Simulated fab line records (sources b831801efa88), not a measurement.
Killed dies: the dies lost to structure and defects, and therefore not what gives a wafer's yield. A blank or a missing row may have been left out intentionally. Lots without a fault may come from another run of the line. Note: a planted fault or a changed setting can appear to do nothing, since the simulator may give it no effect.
A struck lot beside a sound one || flow sky130 || 14 steps out of a route of 708
Sound: the wafers L102.3, L102.5, L102.6. Wafers L995.1, L995.2, L995.3 were the ones struck. The cause is named last.
For every step that has rows: the tool of each side, followed by ch and its chambers, followed by its first start. Under that, the readings that differ: sound wafers || struck wafers || difference of the means || sigmas: that difference in standard deviations of wafers without a fault.
alike: readings whose means differ by less than 2 such deviations, and words and numbers that are the same on both sides. not compared: withheld readings, readings that some wafer has no value for, bounds like >300 that may hide the same value, and numbers for which the record gives no deviation and whose values overlap.
The two part at a step that has a row with sigmas, a row that says differs or no value, or rows on one side only. When numbers do not overlap yet have no deviation, they are printed without sigmas and do not part them. A reading missing from all wafers of one side parts the sides only when that side holds two or more wafers.

first, 3 steps without rows for these wafers: SKY_METAL2_CLEAN_22 (cleans in IPA, time 180 s); SKY_METAL2_CLEAN_23 (cleans in O3/DIW); SKY_VIA2_HDPCVD_00 (deposits SiO2, target thk 1180 nm, time 196.7 s).
SKY_VIA2_THK_MEAS_01:
  sound: film metro-04 at day 41 11:13; struck: film metro-02 at day 39 19:50
  alike: VIA2_HDPCVD_THK
SKY_VIA2_CMP_02: polishes SiO2.
  sound on cmp-01 ch 1,2,3, day 41 11:22; struck on cmp-02 ch 1,2,3, day 39 19:56
  alike: motor current A
SKY_VIA2_BOW_MEAS_03:
  sound: film metro-04 at day 41 11:36; struck: film metro-03 at day 39 20:11
  alike: VIA2_BOW
then, 6 steps without rows for these wafers: SKY_VIA2_DEHYDRATE_04 (time 60 s); SKY_VIA2_HMDS_05 (prime time 60 s); SKY_VIA2_COAT_06 (resist thk 60 nm); SKY_VIA2_COAT_07 (resist thk 450 nm); SKY_VIA2_SOFTBAKE_08 (time 90 s); SKY_VIA2_EXPOSE_09 (exposes mask VIM2, target cd 200 nm).
SKY_VIA2_PEB_10:
  sound on litho track-04 ch 0, day 42 12:00; struck on litho track-03, day 40 19:00
{"reading": "exhaust pa (Pa)", "sound": "45.7 44.6 44.8", "struck": "- - -", "difference": "no value on the struck wafers", "sigmas": ""}
  not compared: chill plate temp C
then, 1 step without rows for these wafers: SKY_VIA2_DEVELOP_11 (develop time 60 s).

WHERE THEY PART
Within this record, at SKY_VIA2_PEB_10 only.

WHY: whatever the simulator had introduced
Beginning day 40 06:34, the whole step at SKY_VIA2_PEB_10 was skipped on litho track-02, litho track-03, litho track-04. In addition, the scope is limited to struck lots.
